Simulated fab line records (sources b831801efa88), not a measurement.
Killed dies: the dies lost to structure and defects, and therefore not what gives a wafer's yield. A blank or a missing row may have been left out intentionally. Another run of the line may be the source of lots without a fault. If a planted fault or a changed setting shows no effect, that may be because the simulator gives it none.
A sampling plan put to the test :: flow gf180mcu :: 13 faults told of in these records, all on one fab line, each judged by the records of the lots it struck
The line's own looks make up the plan; these are the steps of the route where a gauge or inspection reads the wafer and leaves it unchanged. A look can be judged if struck wafers have a number there and the file gives its usual mean and standard deviation on fault-free wafers. Caught: at a look after the fault's first step, the mean of the struck wafers lies 4 or more of those standard deviations (sigma) from the usual mean. On the tool: the test repeated on the tool's own readings taken at the fault's steps. Another recipe on the struck wafers, or a record that is blank for them alone, also counts as caught.

== THE FAULTS, as the simulator had put them in ==
1. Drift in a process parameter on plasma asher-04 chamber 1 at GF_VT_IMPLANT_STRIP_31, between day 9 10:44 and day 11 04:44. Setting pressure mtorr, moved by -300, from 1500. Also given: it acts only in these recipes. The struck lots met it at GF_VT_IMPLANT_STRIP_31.
2. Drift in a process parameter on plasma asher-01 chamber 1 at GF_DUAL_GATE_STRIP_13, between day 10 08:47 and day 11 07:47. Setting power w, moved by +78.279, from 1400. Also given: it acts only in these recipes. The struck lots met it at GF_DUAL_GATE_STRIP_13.
3. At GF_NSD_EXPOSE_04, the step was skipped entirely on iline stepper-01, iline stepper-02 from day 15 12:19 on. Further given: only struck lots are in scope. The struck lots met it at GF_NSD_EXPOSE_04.
4. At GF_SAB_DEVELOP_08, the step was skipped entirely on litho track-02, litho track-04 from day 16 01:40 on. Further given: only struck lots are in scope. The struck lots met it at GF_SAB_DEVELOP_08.
5. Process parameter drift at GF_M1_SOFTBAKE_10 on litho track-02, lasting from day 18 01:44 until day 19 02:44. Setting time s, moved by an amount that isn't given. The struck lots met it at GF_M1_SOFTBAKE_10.
6. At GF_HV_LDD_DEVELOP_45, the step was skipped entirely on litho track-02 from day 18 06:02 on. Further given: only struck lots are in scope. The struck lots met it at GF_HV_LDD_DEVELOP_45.
7. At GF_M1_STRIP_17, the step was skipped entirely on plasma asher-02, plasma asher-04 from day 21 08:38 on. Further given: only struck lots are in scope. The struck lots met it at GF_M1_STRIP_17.
8. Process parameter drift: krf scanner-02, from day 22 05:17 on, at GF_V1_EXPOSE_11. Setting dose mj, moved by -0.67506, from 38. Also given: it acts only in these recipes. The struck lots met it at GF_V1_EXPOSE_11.
9. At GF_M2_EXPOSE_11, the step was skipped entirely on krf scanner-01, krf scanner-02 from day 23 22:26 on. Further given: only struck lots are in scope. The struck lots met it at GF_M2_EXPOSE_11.
10. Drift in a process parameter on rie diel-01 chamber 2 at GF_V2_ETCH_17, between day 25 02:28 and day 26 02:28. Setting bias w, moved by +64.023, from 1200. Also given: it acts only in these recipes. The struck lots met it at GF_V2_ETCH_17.
11. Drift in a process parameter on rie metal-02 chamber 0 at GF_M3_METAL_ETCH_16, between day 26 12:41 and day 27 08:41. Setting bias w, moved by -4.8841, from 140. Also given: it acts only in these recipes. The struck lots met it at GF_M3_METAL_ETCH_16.
12. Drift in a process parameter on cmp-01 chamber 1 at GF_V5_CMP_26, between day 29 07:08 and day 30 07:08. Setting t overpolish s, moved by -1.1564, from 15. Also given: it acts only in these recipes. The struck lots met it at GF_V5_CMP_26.
13. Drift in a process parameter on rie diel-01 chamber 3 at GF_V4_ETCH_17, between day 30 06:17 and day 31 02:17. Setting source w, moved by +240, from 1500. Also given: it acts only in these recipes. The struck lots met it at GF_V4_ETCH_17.

== WHAT THE PLAN SAW ==
fault: 1
on the tool itself: chamber pressure mTorr -99 or beyond sigma
first look that catches it: not the one look that can be judged after it
reading, sigma: -
median hours from its first step to that look: -
hours from the fault's start to the first struck lot there: -
judged looks passed uncaught: 1

fault: 2
on the tool itself: strip time to endpoint s -14 sigma
first look that catches it: none of the 2 looks that can be judged after it
reading, sigma: -
median hours from its first step to that look: -
hours from the fault's start to the first struck lot there: -
judged looks passed uncaught: 2

fault: 3
on the tool itself: no reading that can be judged
first look that catches it: no look after it can be judged
reading, sigma: -
median hours from its first step to that look: -
hours from the fault's start to the first struck lot there: -
judged looks passed uncaught: 0

fault: 4
on the tool itself: the tool's record is blank for the struck wafers
first look that catches it: no look after it can be judged
reading, sigma: -
median hours from its first step to that look: -
hours from the fault's start to the first struck lot there: -
judged looks passed uncaught: 0

fault: 5
on the tool itself: run length s +29 sigma
first look that catches it: none of the 2 looks that can be judged after it
reading, sigma: -
median hours from its first step to that look: -
hours from the fault's start to the first struck lot there: -
judged looks passed uncaught: 2

fault: 6
on the tool itself: the tool's record is blank for the struck wafers
first look that catches it: no look after it can be judged
reading, sigma: -
median hours from its first step to that look: -
hours from the fault's start to the first struck lot there: -
judged looks passed uncaught: 0

fault: 7
on the tool itself: the tool's record is blank for the struck wafers
first look that catches it: not the one look that can be judged after it
reading, sigma: -
median hours from its first step to that look: -
hours from the fault's start to the first struck lot there: -
judged looks passed uncaught: 1

fault: 8
on the tool itself: exposure dose mJ cm2 -18 sigma
first look that catches it: not the one look that can be judged after it
reading, sigma: -
median hours from its first step to that look: -
hours from the fault's start to the first struck lot there: -
judged looks passed uncaught: 1

fault: 9
on the tool itself: no reading that can be judged
first look that catches it: no look after it can be judged
reading, sigma: -
median hours from its first step to that look: -
hours from the fault's start to the first struck lot there: -
judged looks passed uncaught: 0

fault: 10
on the tool itself: bias w +18 sigma
first look that catches it: no look after it can be judged
reading, sigma: -
median hours from its first step to that look: -
hours from the fault's start to the first struck lot there: -
judged looks passed uncaught: 0

fault: 11
on the tool itself: bias w -11 sigma
first look that catches it: no look after it can be judged
reading, sigma: -
median hours from its first step to that look: -
hours from the fault's start to the first struck lot there: -
judged looks passed uncaught: 0

fault: 12
on the tool itself: overpolish run s -99 or beyond sigma
first look that catches it: not the one look that can be judged after it
reading, sigma: -
median hours from its first step to that look: -
hours from the fault's start to the first struck lot there: -
judged looks passed uncaught: 1

fault: 13
on the tool itself: rf fwd power W +43 sigma
first look that catches it: no look after it can be judged
reading, sigma: -
median hours from its first step to that look: -
hours from the fault's start to the first struck lot there: -
judged looks passed uncaught: 0
A dash: this means the fault isn't caught or the number doesn't appear in these records.

Caught at a look: 0 of 13. Caught on the tool: 11 of 13. By one or the other: 11 of 13.
Caught on the tool alone: faults 1, 2, 4, 5, 6, 7, 8, 10, 11, 12, 13.
Caught by neither: faults 3, 9.
